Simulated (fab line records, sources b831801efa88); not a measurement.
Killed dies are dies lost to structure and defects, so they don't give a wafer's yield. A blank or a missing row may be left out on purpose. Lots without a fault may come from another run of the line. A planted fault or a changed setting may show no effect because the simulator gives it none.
Which tool did it? | flow sky130 | 24 lots, 72 wafers sampled, at 2 steps of a route of 708

WHAT THE GAUGES READ, wafer by wafer
SKY_VT_ADJUST_HVTP_OVL_MEAS_08. Usual: VT_ADJUST_HVTP_OVL 0.2 nm, standard deviation 1.7.
lot  | measured     | on         | VT_ADJUST_HVTP_OVL (nm) | flag
L074 | day 6 04:37  | overlay-02 | 0.4 1.0 -1.0            |
L075 | day 6 11:30  | overlay-02 | 0.1 -1.5 -1.2           |
L076 | day 6 16:11  | overlay-02 | 2.6 0.8 1.3             |
L077 | day 6 20:20  | overlay-02 | -1.1 -0.9 -0.6          |
L078 | day 6 23:47  | overlay-01 | 0.5 1.4 1.3             |
L079 | day 7 10:49  | overlay-01 | 0.0 1.0 1.6             |
L080 | day 7 15:09  | overlay-01 | 1.2 -0.9 -1.2           |
L081 | day 7 19:26  | overlay-01 | 2.6 3.3 3.4             |
L082 | day 8 04:44  | overlay-02 | 0.7 4.1 2.0             |
L083 | day 8 12:34  | overlay-02 | -1.7 -2.3 -1.3          |
L084 | day 8 16:44  | overlay-02 | -0.8 0.5 0.4            |
L085 | day 9 00:56  | overlay-01 | 0.4 -0.4 1.1            |
L086 | day 9 04:40  | overlay-02 | -0.2 0.8 0.5            |
L087 | day 9 15:02  | overlay-02 | 0.4 0.3 2.1             |
L088 | day 9 15:36  | overlay-02 | 0.7 -2.7 -1.8           |
L089 | day 10 00:44 | overlay-01 | 0.2 1.7 0.7             |
L090 | day 10 03:45 | overlay-02 | -1.1 -0.6 -0.8          |
L091 | day 10 09:58 | overlay-01 | 3.0 -0.9 -0.6           |
L092 | day 10 14:23 | overlay-01 | 1.7 -1.4 1.0            |
L093 | day 10 20:29 | overlay-01 | 0.9 0.3 2.8             |
L094 | day 11 03:36 | overlay-02 | -1.2 -2.4 1.2           |
L095 | day 11 11:32 | overlay-01 | -1.6 -0.5 -0.9          |
L096 | day 11 21:08 | overlay-01 | -2.7 -1.5 -4.6          |
L097 | day 12 00:49 | overlay-01 | 0.1 0.3 0.0             |

WHICH TOOL RAN EACH LOT (tool, then ch and the chambers of the sampled wafers, then the start)
lot  | SKY_NWELL_STRIP_14
L074 | plasma_asher-02 ch 0,1, day 4 16:04
L075 | plasma_asher-01 ch 0,1, day 4 22:50
L076 | plasma_asher-01 ch 0,1, day 5 03:21
L077 | plasma_asher-01 ch 0,1, day 5 06:34
L078 | plasma_asher-04 ch 0,1, day 5 10:25
L079 | plasma_asher-04 ch 0,1, day 5 19:50
L080 | plasma_asher-02 ch 0,1, day 6 00:48
L081 | plasma_asher-04 ch 0,1, day 6 03:40
L082 | plasma_asher-01 ch 0, day 6 12:47
L083 | plasma_asher-02 ch 0,1, day 6 20:26
L084 | plasma_asher-04 ch 0,1, day 6 23:50
L085 | plasma_asher-04 ch 0,1, day 7 08:07
L086 | plasma_asher-02 ch 0,1, day 7 12:03
L087 | plasma_asher-04 ch 0,1, day 7 22:26
L088 | plasma_asher-04 ch 0,1, day 8 00:05
L089 | plasma_asher-01 ch 0,1, day 8 07:12
L090 | plasma_asher-01 ch 0,1, day 8 10:13
L091 | plasma_asher-04 ch 0,1, day 8 15:05
L092 | plasma_asher-02 ch 0,1, day 8 19:49
L093 | plasma_asher-02 ch 0,1, day 9 00:57
L094 | plasma_asher-01 ch 0,1, day 9 06:33
L095 | plasma_asher-01 ch 0,1, day 9 13:02
L096 | plasma_asher-01 ch 0,1, day 9 23:08
L097 | plasma_asher-02 ch 0,1, day 10 02:30
- SKY_NWELL_STRIP_14: strips in O2/N2.

WHAT THE TOOLS THEMSELVES READ (means of the sampled wafers that have a number; where no wafer has one, the mark that the record gives instead)
SKY_NWELL_STRIP_14. Usual: drypump_motor_current_A 5.7 A, standard deviation 0.47; oes_product_au 0.722 a.u., standard deviation 0.0045; strip_time_to_endpoint_s 36.92 s, standard deviation 0.1.
lot  | tool            | drypump_motor_current_A (A) | oes_product_au (a.u.) | strip_time_to_endpoint_s (s) | flag
L074 | plasma_asher-02 | 6.0                         | 0.723                 | 36.97                        |
L075 | plasma_asher-01 | 5.5                         | 0.720                 | 36.89                        |
L076 | plasma_asher-01 | 5.9                         | 0.721                 | 36.93                        |
L077 | plasma_asher-01 | 5.5                         | 0.726                 | 36.86                        |
L078 | plasma_asher-04 | 5.9                         | 0.722                 | 36.90                        |
L079 | plasma_asher-04 | 5.9                         | 0.725                 | 36.94                        |
L080 | plasma_asher-02 | 5.5                         | 0.724                 | 36.84                        |
L081 | plasma_asher-04 | 5.8                         | 0.723                 | 37.02                        |
L082 | plasma_asher-01 | 6.1                         | 0.719                 | 36.75                        |
L083 | plasma_asher-02 | 6.0                         | 0.726                 | 37.05                        |
L084 | plasma_asher-04 | 5.8                         | 0.723                 | 37.06                        |
L085 | plasma_asher-04 | 5.8                         | 0.716                 | 36.96                        |
L086 | plasma_asher-02 | 5.5                         | 0.726                 | 37.00                        |
L087 | plasma_asher-04 | 5.8                         | 0.722                 | 36.93                        |
L088 | plasma_asher-04 | 5.9                         | 0.719                 | 36.89                        |
L089 | plasma_asher-01 | 5.5                         | 0.720                 | 36.91                        |
L090 | plasma_asher-01 | 5.5                         | 0.724                 | 37.03                        |
L091 | plasma_asher-04 | 5.8                         | 0.724                 | 36.93                        |
L092 | plasma_asher-02 | 6.0                         | 0.724                 | 37.01                        |
L093 | plasma_asher-02 | 5.5                         | 0.721                 | 36.77                        |
L094 | plasma_asher-01 | 5.5                         | 0.720                 | 36.70                        |
L095 | plasma_asher-01 | 5.5                         | 0.722                 | 36.92                        |
L096 | plasma_asher-01 | 5.5                         | 0.721                 | 36.74                        |
L097 | plasma_asher-02 | 5.5                         | 0.726                 | 36.97                        |

THE ANSWER, worked out from the rows above alone
Rule: a lot is off if the mean of its wafers that have a number lies more than 3 standard deviations from the usual mean. A lot without any number at a reading at which 4 lots or more have one is off too. The other lots that the step has rows for count as sound. The gauges are gone through in route order, then the tools' own readings, and for those a lot's mean is taken as printed above. The first step at which some lot is off is used, and at that step the reading that is off furthest; a lot without a number counts as furthest.
No lot is off at any reading shown: from this, nothing can be told.

WHAT THE SIMULATOR HAD PUT IN
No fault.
